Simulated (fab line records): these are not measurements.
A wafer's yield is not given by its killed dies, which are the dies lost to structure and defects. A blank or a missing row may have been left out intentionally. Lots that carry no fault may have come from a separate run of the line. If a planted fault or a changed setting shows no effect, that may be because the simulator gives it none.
fab line records	flow sky130	part 1 of 2: steps 1 to 41 of 42
record lots=6	wafers=18	lastDay=50
route steps=708 shown SD_P@327 RES_XHIGH@332 SD_N@342 SALICIDE@361 LI_CONTACT@362 PAD_OPEN@708
lots with no fault: from the same line, run without faults
startH: the number of hours between the record's first day and the start of the first shown wafer of the lot	waitH: hours from the lot's prior step to this one	" unchanged from the row above	L1.1+2: one row covering several wafers at once	- either no value or no given start	* or withheld: withheld	< > ~ a bound
route shown NAME@n: names a module that has steps shown in the file, with the first one's number in the route	usual: mean/standard deviation of fault-free wafers	same: alike in all rows	chamber/n: place in a boat	sites: readings site by site	_std_site: standard deviation across them	_edge_site: outer sites' mean less inner sites'	radiusMm: for every site, how far away it sits from the centre of the wafer	mask NAME#n: copy n	behind: tool/chamber where the wafer was last shaped	hold: why the lot went on hold/how many hours it stayed there/how the hold came to an end	device: names the non-switching transistor (n, p or np)	end of line: the route-end tests of the same wafers	step lacking rows: just its recipe	killed: the dies lost at the first sort to structure and to defects; this is not the yield of the wafer	map: dies across one wafer; x = killed, . = not, _ = none there
set.NAME: the setting that was run; set.NAME@STEP: the one run at that earlier step	model.NAME: the simulator's own value behind a step, which no gauge read
lots seen at some steps along the route; tables by step, rows by wafer
services: from which hour (startH, from the record's first day; less than 0 if before it) a tool's chamber was out of use, for how many hours, and why
## steps
# step SKY_SD_P_CD_MEAS_07
# recipe targetCdNm=380
# usual cdNm=379.9/2.5
lot.wafer	tool	chamber	startH	waitH	cdNm
L340.1	cdSem-02	-	598.74	0.1	381.5
L340.5	"	-	"	"	380.3
L340.6	"	-	"	"	377.0
L344.3	cdSem-02	-	639.58	0.1	379.0
L344.4	"	-	"	"	377.9
L344.5	"	-	"	"	380.1
L353.2	cdSem-01	-	725.66	0.1	379.6
L353.4	"	-	"	"	381.1
L353.5	"	-	"	"	380.4
L354.2	cdSem-02	-	726.16	0.1	375.3
L354.4	"	-	"	"	380.4
L354.5	"	-	"	"	376.6
L356.1	cdSem-01	-	735.51	0.2	380.8
L356.2	"	-	"	"	381.0
L356.6	"	-	"	"	382.2
L361.1	cdSem-02	-	772.32	0.1	376.9
L361.4	"	-	"	"	375.5
L361.6	"	-	"	"	379.5
# step SKY_SD_P_OVL_MEAS_08
# usual SD_P_OVL=-0.1/1.5
lot.wafer	tool	chamber	startH	waitH	SD_P_OVL[nm]
L340.1	overlay-02	-	598.86	0.1	-1.4
L340.5	"	-	"	"	-0.5
L340.6	"	-	"	"	-0.4
L344.3	overlay-01	-	639.67	0.1	2.7
L344.4	"	-	"	"	2.2
L344.5	"	-	"	"	0.7
L353.2	overlay-02	-	725.76	0.1	1.4
L353.4	"	-	"	"	0.4
L353.5	"	-	"	"	2.0
L354.2	overlay-01	-	726.26	0.1	-0.6
L354.4	"	-	"	"	1.5
L354.5	"	-	"	"	0.2
L356.1	overlay-02	-	735.63	0.1	1.6
L356.2	"	-	"	"	0.0
L356.6	"	-	"	"	-1.2
L361.1	overlay-01	-	772.44	0.1	-1.0
L361.4	"	-	"	"	0.3
L361.6	"	-	"	"	0.5
# step SKY_SD_P_IMPLANT_09
# recipe species=BF2	energyKev=20	doseCm2=3e+15	tiltDeg=0
# step SKY_SD_P_STRIP_10
# recipe chemistry=O2/N2	powerW=1400	pressureMtorr=1500	platenTempC=withheld	o2FlowSccm=3000	n2FlowSccm=300	overashFraction=0.5
# usual drypumpMotorCurrentA=5.7/0.43	oesProductAu=0.618/0.0043	stripTimeToEndpointS=17.50/0.039
lot.wafer	tool	chamber	startH	waitH	drypumpMotorCurrentA	oesProductAu	rfHoursCounterH	stripTimeToEndpointS
L340.1	plasmaAsher-01	1	599.04	0.1	5.9	0.616	43	17.55
L340.5	"	1	"	"	5.9	0.614	-	17.56
L340.6	"	0	"	"	5.0	0.620	-	17.48
L344.3	plasmaAsher-02	1	639.87	0.1	5.9	0.611	-	17.51
L344.4	"	0	"	"	6.4	0.619	-	17.52
L344.5	"	1	"	"	5.9	0.615	-	17.52
L353.2	plasmaAsher-04	0	725.94	0.1	5.6	0.618	107	17.57
L353.4	"	0	"	"	5.6	0.617	-	17.50
L353.5	"	1	"	"	5.7	0.617	-	17.52
L354.2	plasmaAsher-04	1	726.44	0.1	5.7	0.620	108	17.51
L354.4	"	1	"	"	5.7	0.611	-	17.48
L354.5	"	0	"	"	5.6	0.622	-	17.49
L356.1	plasmaAsher-01	0	735.81	0.1	5.0	0.615	57	17.53
L356.2	"	1	"	"	5.9	0.621	57	17.51
L356.6	"	0	"	"	5.1	0.617	-	17.52
L361.1	plasmaAsher-01	0	772.62	0.1	5.0	0.620	61	17.51
L361.4	"	1	"	"	5.9	0.618	-	17.52
L361.6	"	0	"	"	5.1	0.626	-	17.49
# step SKY_SD_P_TW_MEAS_11
# usual SD_P_TW=2817/21
lot.wafer	tool	chamber	startH	waitH	SD_P_TW
L340.1	filmMetro-04	-	599.14	0.1	2821
L340.5	"	-	"	"	2834
L340.6	"	-	"	"	2810
L344.3	filmMetro-02	-	639.96	0.1	2803
L344.4	"	-	"	"	2799
L344.5	"	-	"	"	2811
L353.2	filmMetro-04	-	726.05	0.1	2822
L353.4	"	-	"	"	2800
L353.5	"	-	"	"	2809
L354.2	filmMetro-02	-	726.55	0.1	2795
L354.4	"	-	"	"	2807
L354.5	"	-	"	"	2800
L356.1	filmMetro-03	-	735.91	0.1	2856
L356.2	"	-	"	"	2849
L356.6	"	-	"	"	2852
L361.1	filmMetro-04	-	772.72	0.1	2831
L361.4	"	-	"	"	2834
L361.6	"	-	"	"	2828
# step SKY_RES_XHIGH_DEHYDRATE_00
# recipe tempC=200	timeS=60
# step SKY_RES_XHIGH_HMDS_01
# recipe primeTimeS=60	primeTempC=120
# step SKY_RES_XHIGH_COAT_02
# recipe resist=NOVOLAK	spinRpm=3000	resistThkNm=1140
# step SKY_RES_XHIGH_SOFTBAKE_03
# recipe tempC=90	timeS=60	resist=NOVOLAK
# step SKY_RES_XHIGH_EXPOSE_04
# recipe maskId=URPM	na=0.6	sourceShape=conventional	sigmaOuter=0.6	polarization=unpolarized	targetCdNm=1270	doseMj=140
# step SKY_RES_XHIGH_PEB_05
# recipe tempC=withheld	timeS=*	resist=NOVOLAK
# step SKY_RES_XHIGH_DEVELOP_06
# recipe resist=NOVOLAK	developer=TMAH	developTimeS=60	devTempC=23
# step SKY_RES_XHIGH_IMPLANT_07
# recipe species=BF2	energyKev=20	doseCm2=3.6e+14	tiltDeg=0
# same implantIonAmu=49
lot.wafer	tool	chamber	startH	waitH
L340.1+5+6	implanter-03	0	628.74	0.1
L344.3+4+5	implanter-02	0	668.54	0.1
L353.2+4+5	implanter-02	0	753.39	0.1
L354.2+4+5	implanter-02	0	754.29	0.1
L356.1+2+6	implanter-03	0	762.82	0.1
L361.1+4+6	implanter-03	0	798.52	0.1
# step SKY_RES_XHIGH_STRIP_08
# recipe chemistry=O2/N2	powerW=1400	pressureMtorr=1500	platenTempC=withheld	o2FlowSccm=3000	n2FlowSccm=300	overashFraction=0.5
# usual drypumpMotorCurrentA=5.7/0.45	oesProductAu=0.711/0.0048	stripTimeToEndpointS=14.28/0.035
lot.wafer	tool	chamber	startH	waitH	drypumpMotorCurrentA	oesProductAu	rfHoursCounterH	stripTimeToEndpointS
L340.1	plasmaAsher-03	0	628.89	0.1	5.4	0.706	21	14.30
L340.5	"	1	"	"	5.4	0.710	-	14.30
L340.6	"	0	"	"	5.4	0.715	-	14.31
L344.3	plasmaAsher-03	0	668.67	0.1	5.4	0.716	-	14.34
L344.4	"	1	"	"	5.4	0.712	-	14.27
L344.5	"	1	"	"	5.4	0.721	-	14.27
L353.2	plasmaAsher-02	0	753.52	0.1	6.4	0.708	88	14.30
L353.4	"	1	"	"	5.9	0.713	-	14.33
L353.5	"	1	"	"	5.9	0.708	-	14.28
L354.2	plasmaAsher-02	1	754.42	0.1	5.9	0.709	89	14.26
L354.4	"	0	"	"	6.4	0.714	-	14.27
L354.5	"	1	"	"	5.9	0.713	-	14.23
L356.1	plasmaAsher-03	0	762.97	0.1	5.4	0.713	34	14.27
L356.2	"	1	"	"	5.5	0.707	34	14.27
L356.6	"	0	"	"	5.4	0.714	-	14.31
L361.1	plasmaAsher-03	0	798.67	0.1	5.4	0.715	37	14.29
L361.4	"	1	"	"	5.4	0.712	-	14.29
L361.6	"	1	"	"	5.4	0.724	-	14.31
# step SKY_RES_XHIGH_TW_MEAS_09
# usual RES_XHIGH_TW=1637/12
lot.wafer	tool	chamber	startH	waitH	RES_XHIGH_TW
L340.1	filmMetro-04	-	628.99	0.1	1641
L340.5	"	-	"	"	1641
L340.6	"	-	"	"	1650
L344.3	filmMetro-04	-	668.76	0.1	1635
L344.4	"	-	"	"	1619
L344.5	"	-	"	"	1625
L353.2	filmMetro-04	-	753.63	0.1	1640
L353.4	"	-	"	"	1653
L353.5	"	-	"	"	1642
L354.2	filmMetro-02	-	754.53	0.1	1625
L354.4	"	-	"	"	1613
L354.5	"	-	"	"	1622
L356.1	filmMetro-02	-	763.07	0.1	1617
L356.2	"	-	"	"	1624
L356.6	"	-	"	"	1612
L361.1	filmMetro-03	-	798.77	0.1	1640
L361.4	"	-	"	"	1647
L361.6	"	-	"	"	1641
# step SKY_SD_N_DEHYDRATE_00
# recipe tempC=200	timeS=60
# step SKY_SD_N_HMDS_01
# recipe primeTimeS=60	primeTempC=120
# step SKY_SD_N_COAT_02
# recipe resist=NOVOLAK	spinRpm=3000	resistThkNm=1140
# step SKY_SD_N_SOFTBAKE_03
# recipe tempC=90	timeS=60	resist=NOVOLAK
# step SKY_SD_N_EXPOSE_04
# recipe maskId=NSDM	na=0.6	sourceShape=conventional	sigmaOuter=0.6	polarization=unpolarized	targetCdNm=380	doseMj=141
# step SKY_SD_N_PEB_05
# recipe tempC=withheld	timeS=*	resist=NOVOLAK
# step SKY_SD_N_DEVELOP_06
# recipe resist=NOVOLAK	developer=TMAH	developTimeS=60	devTempC=23
# step SKY_SD_N_CD_MEAS_07
# recipe targetCdNm=380
# usual cdNm=380.6/1.7
lot.wafer	tool	chamber	startH	waitH	cdNm
L340.1	cdSem-02	-	657.64	0.1	381.3
L340.5	"	-	"	"	381.3
L340.6	"	-	"	"	382.4
L344.3	cdSem-02	-	697.11	0.1	380.0
L344.4	"	-	"	"	382.5
L344.5	"	-	"	"	380.6
L353.2	cdSem-01	-	780.51	0.1	381.3
L353.4	"	-	"	"	378.9
L353.5	"	-	"	"	381.7
L354.2	cdSem-02	-	782.09	0.1	377.6
L354.4	"	-	"	"	380.5
L354.5	"	-	"	"	377.6
L356.1	cdSem-01	-	789.17	0.1	380.0
L356.2	"	-	"	"	380.8
L356.6	"	-	"	"	377.2
L361.1	cdSem-02	-	824.56	0.2	381.9
L361.4	"	-	"	"	380.3
L361.6	"	-	"	"	378.6
# step SKY_SD_N_OVL_MEAS_08
# usual SD_N_OVL=0.4/1.4
lot.wafer	tool	chamber	startH	waitH	SD_N_OVL[nm]
L340.1	overlay-02	-	657.76	0.1	-0.3
L340.5	"	-	"	"	-0.5
L340.6	"	-	"	"	0.7
L344.3	overlay-01	-	697.20	0.1	-0.2
L344.4	"	-	"	"	0.3
L344.5	"	-	"	"	-1.8
L353.2	overlay-02	-	780.61	0.1	0.5
L353.4	"	-	"	"	3.5
L353.5	"	-	"	"	3.8
L354.2	overlay-02	-	782.19	0.1	-0.5
L354.4	"	-	"	"	-0.5
L354.5	"	-	"	"	-0.2
L356.1	overlay-01	-	789.29	0.1	-1.8
L356.2	"	-	"	"	0.2
L356.6	"	-	"	"	-1.3
L361.1	overlay-02	-	824.68	0.1	1.6
L361.4	"	-	"	"	1.4
L361.6	"	-	"	"	2.6
# step SKY_SD_N_IMPLANT_09
# recipe species=As	energyKev=50	doseCm2=4e+15	tiltDeg=0
# step SKY_SD_N_IMPLANT_10
# recipe species=P	energyKev=20	doseCm2=1e+14	tiltDeg=0
# step SKY_SD_N_STRIP_11
# recipe chemistry=O2/N2	powerW=1400	pressureMtorr=1500	platenTempC=withheld	o2FlowSccm=3000	n2FlowSccm=300	overashFraction=0.5
# usual drypumpMotorCurrentA=5.5/0.32	oesProductAu=0.527/0.0045	stripTimeToEndpointS=22.54/0.045
lot.wafer	tool	chamber	startH	waitH	drypumpMotorCurrentA	oesProductAu	rfHoursCounterH	stripTimeToEndpointS
L340.1	plasmaAsher-03	0	658.09	0.1	5.4	0.525	24	22.54
L340.5	"	1	"	"	5.5	0.525	-	22.53
L340.6	"	0	"	"	5.4	0.532	-	22.56
L344.3	plasmaAsher-03	1	697.56	0.1	5.4	0.531	-	22.58
L344.4	"	0	"	"	5.4	0.529	-	22.63
L344.5	"	0	"	"	5.4	0.516	-	22.60
L353.2	plasmaAsher-04	0	780.94	0.1	5.6	0.533	3	22.48
L353.4	"	0	"	"	5.6	0.525	-	22.52
L353.5	"	1	"	"	5.7	0.525	-	22.56
L354.2	plasmaAsher-01	1	782.52	0.1	5.9	0.528	62	22.50
L354.4	"	0	"	"	5.1	0.528	-	22.51
L354.5	"	1	"	"	5.9	0.531	-	22.51
L356.1	plasmaAsher-01	0	789.62	0.1	5.1	0.525	63	22.54
L356.2	"	1	"	"	5.9	0.532	63	22.55
L356.6	"	0	"	"	5.1	0.529	-	22.52
L361.1	plasmaAsher-01	1	825.01	0.1	5.9	0.525	66	22.57
L361.4	"	0	"	"	5.0	0.520	-	22.61
L361.6	"	1	"	"	5.9	0.521	-	22.60
# step SKY_SD_N_TW_MEAS_12
# usual SD_N_TW=3970/29
lot.wafer	tool	chamber	startH	waitH	SD_N_TW
L340.1	filmMetro-04	-	658.19	0.1	3958
L340.5	"	-	"	"	3984
L340.6	"	-	"	"	3951
L344.3	filmMetro-04	-	697.64	0.1	4000
L344.4	"	-	"	"	3965
L344.5	"	-	"	"	3954
L353.2	filmMetro-02	-	781.05	0.1	3936
L353.4	"	-	"	"	3948
L353.5	"	-	"	"	3921
L354.2	filmMetro-03	-	782.63	0.1	4008
L354.4	"	-	"	"	4013
L354.5	"	-	"	"	4021
L356.1	filmMetro-02	-	789.72	0.1	3942
L356.2	"	-	"	"	3964
L356.6	"	-	"	"	3940
L361.1	filmMetro-04	-	825.11	0.1	3982
L361.4	"	-	"	"	3986
L361.6	"	-	"	"	3984
# step SKY_SD_N_CLEAN_13
# recipe chemistry=SC1/SC2	mix=1:4:20	tempC=70	timeS=150	dry=n2Spin
# step SKY_SD_N_RTA_14
# recipe tempC=1075	timeS=2	idleTempC=650	rampUpCPerS=150	rampDownCPerS=90	ambient=N2
# usual lampPowerPct=15.73/0.053	wafer_temp_C_max=1078.0/1.2
lot.wafer	tool	chamber	startH	waitH	lampPowerPct	wafer_temp_C_max
L340.1	rtpAnneal-02	0	658.30	0.0	15.76	1077.4
L340.5	"	0	"	"	15.81	1079.2
L340.6	"	0	"	"	15.73	1081.2
L344.3	rtpAnneal-02	0	697.75	0.0	15.80	1077.2
L344.4	"	0	"	"	15.83	1076.6
L344.5	"	0	"	"	15.83	1076.3
L353.2	rtpAnneal-01	0	781.16	0.0	15.77	1078.1
L353.4	"	0	"	"	15.71	1078.6
L353.5	"	0	"	"	15.72	1078.2
L354.2	rtpAnneal-01	0	782.75	0.0	15.75	1077.4
L354.4	"	0	"	"	15.74	1077.2
L354.5	"	0	"	"	15.77	1076.9
L356.1	rtpAnneal-01	0	789.90	0.0	15.70	1078.4
L356.2	"	0	"	"	15.74	1078.2
L356.6	"	0	"	"	15.72	1077.5
L361.1	rtpAnneal-02	0	825.22	0.0	15.78	1078.2
L361.4	"	0	"	"	15.75	1078.5
L361.6	"	0	"	"	15.75	1079.3
# step SKY_SD_N_RS_MEAS_16
# recipe thkMeasGauge=four-point-probe
# usual SD_N_RS=68.62/0.11
lot.wafer	tool	chamber	startH	waitH	SD_N_RS[ohm/sq]
L340.1	filmMetro-02	-	658.47	0.1	68.68
L340.5	"	-	"	"	68.73
L340.6	"	-	"	"	68.56
L344.3	filmMetro-03	-	697.95	0.1	68.52
L344.4	"	-	"	"	68.65
L344.5	"	-	"	"	68.60
L353.2	filmMetro-04	-	781.35	0.1	68.66
L353.4	"	-	"	"	68.70
L353.5	"	-	"	"	68.77
L354.2	filmMetro-02	-	782.94	0.1	68.54
L354.4	"	-	"	"	68.62
L354.5	"	-	"	"	68.63
L356.1	filmMetro-02	-	790.07	0.1	68.57
L356.2	"	-	"	"	68.63
L356.6	"	-	"	"	68.58
L361.1	filmMetro-02	-	825.40	0.1	68.59
L361.4	"	-	"	"	68.70
L361.6	"	-	"	"	68.62
# step SKY_SD_N_RS_MEAS_17
# recipe thkMeasGauge=four-point-probe
# usual SD_P_RS=147.2/0.39
lot.wafer	tool	chamber	startH	waitH	SD_P_RS[ohm/sq]
L340.1	filmMetro-02	-	658.59	0.1	147.6
L340.5	"	-	"	"	147.3
L340.6	"	-	"	"	147.4
L344.3	filmMetro-03	-	698.07	0.1	147.1
L344.4	"	-	"	"	147.0
L344.5	"	-	"	"	147.1
L353.2	filmMetro-04	-	781.47	0.1	147.2
L353.4	"	-	"	"	147.2
L353.5	"	-	"	"	147.7
L354.2	filmMetro-02	-	783.06	0.1	147.2
L354.4	"	-	"	"	147.4
L354.5	"	-	"	"	147.2
L356.1	filmMetro-02	-	790.19	0.1	147.1
L356.2	"	-	"	"	147.0
L356.6	"	-	"	"	147.0
L361.1	filmMetro-02	-	825.52	0.1	147.0
L361.4	"	-	"	"	147.8
L361.6	"	-	"	"	147.2
# step SKY_SD_N_RS_MEAS_18
# recipe thkMeasGauge=four-point-probe
# usual RES_XHIGH_RS=333.6/0.99
lot.wafer	tool	chamber	startH	waitH	RES_XHIGH_RS[ohm/sq]
L340.1	filmMetro-02	-	658.71	0.1	335.3
L340.5	"	-	"	"	332.3
L340.6	"	-	"	"	334.0
L344.3	filmMetro-03	-	698.19	0.1	334.1
L344.4	"	-	"	"	334.0
L344.5	"	-	"	"	334.4
L353.2	filmMetro-04	-	781.59	0.1	333.4
L353.4	"	-	"	"	332.2
L353.5	"	-	"	"	332.1
L354.2	filmMetro-02	-	783.18	0.1	333.3
L354.4	"	-	"	"	335.2
L354.5	"	-	"	"	334.0
L356.1	filmMetro-02	-	790.31	0.1	333.7
L356.2	"	-	"	"	333.9
L356.6	"	-	"	"	332.8
L361.1	filmMetro-02	-	825.64	0.1	334.3
L361.4	"	-	"	"	333.1
L361.6	"	-	"	"	332.2
# step SKY_SALICIDE_CLEAN_00
# recipe chemistry=HF-last	timeS=30	dilution=100:1	dry=ipaMarangoni
# step SKY_LI_CONTACT_HDPCVD_00
# recipe material=PSG	targetThkNm=930	sigmaOpenFrac=0.3	timeS=155	tempC=600	sih4FlowSccm=60	pressureMtorr=6
# step SKY_LI_CONTACT_THK_MEAS_01
# recipe reads=PSG_of_LI_CONTACT_HDPCVD_00
# usual LI_CONTACT_HDPCVD_THK=926/8
lot.wafer	tool	chamber	startH	waitH	LI_CONTACT_HDPCVD_THK[nm]
L340.1	filmMetro-03	-	658.95	0.1	935
L340.5	"	-	"	"	931
L340.6	"	-	"	"	929
L344.3	filmMetro-04	-	698.41	0.1	926
L344.4	"	-	"	"	923
L344.5	"	-	"	"	909
L353.2	filmMetro-04	-	781.84	0.1	928
L353.4	"	-	"	"	919
L353.5	"	-	"	"	930
L354.2	filmMetro-03	-	783.41	0.1	931
L354.4	"	-	"	"	925
L354.5	"	-	"	"	940
L356.1	filmMetro-03	-	790.56	0.1	918
L356.2	"	-	"	"	919
L356.6	"	-	"	"	930
L361.1	filmMetro-03	-	825.88	0.1	926
L361.4	"	-	"	"	927
L361.6	"	-	"	"	921
# step SKY_LI_CONTACT_CMP_02
# recipe material=PSG	downForcePsi=4	platenRpm=60	padVelocityMS=0.94248
# usual motorCurrentA=11.9/1.1	timeToEndpointS=31.6/2
lot.wafer	tool	chamber	startH	waitH	motorCurrentA	timeToEndpointS
L340.1	cmp-01	3	659.01	0.1	11.9	34.0
L340.5	"	3	"	"	11.6	32.2
L340.6	"	0	"	"	12.2	32.1
L344.3	cmp-02	1	698.45	0.0	10.9	36.6
L344.4	"	0	"	"	12.7	32.2
L344.5	"	1	"	"	10.1	33.0
L353.4	cmp-02	3	782.15	0.3	11.8	25.6
L353.2	"	1	"	"	10.8	28.4
L353.5	"	2	"	"	10.7	29.5
L354.4	cmp-02	3	783.51	0.1	11.4	30.3
L354.2	"	0	"	"	12.8	32.5
L354.5	"	3	"	"	11.6	29.9
L356.2	cmp-01	0	790.62	0.0	12.0	29.8
L356.1	"	1	"	"	12.4	28.6
L356.6	"	0	"	"	12.0	31.0
L361.1	cmp-01	0	826.07	0.2	12.4	31.9
L361.4	"	1	"	"	12.0	30.7
L361.6	"	0	"	"	13.0	33.1
# step SKY_LI_CONTACT_BOW_MEAS_03
# recipe mode=bow
# usual LI_CONTACT_BOW=56/6.2
lot.wafer	tool	chamber	startH	waitH	LI_CONTACT_BOW[um]
L340.1	filmMetro-04	-	659.31	0.2	51
L340.5	"	-	"	"	45
L340.6	"	-	"	"	59
L344.3	filmMetro-02	-	698.79	0.3	51
L344.4	"	-	"	"	54
L344.5	"	-	"	"	51
L353.2	filmMetro-03	-	782.42	0.1	55
L353.4	"	-	"	"	52
L353.5	"	-	"	"	47
L354.2	filmMetro-03	-	783.78	0.2	66
L354.4	"	-	"	"	62
L354.5	"	-	"	"	56
L356.1	filmMetro-02	-	790.92	0.2	47
L356.2	"	-	"	"	53
L356.6	"	-	"	"	65
L361.1	filmMetro-03	-	826.32	0.2	54
L361.4	"	-	"	"	49
L361.6	"	-	"	"	54
# step SKY_LI_CONTACT_DEHYDRATE_04
# recipe tempC=200	timeS=60
# step SKY_LI_CONTACT_HMDS_05
# recipe primeTimeS=60	primeTempC=120
# step SKY_LI_CONTACT_COAT_06
# recipe resist=BARC	tempC=withheld	timeS=withheld	spinRpm=3000	resistThkNm=60
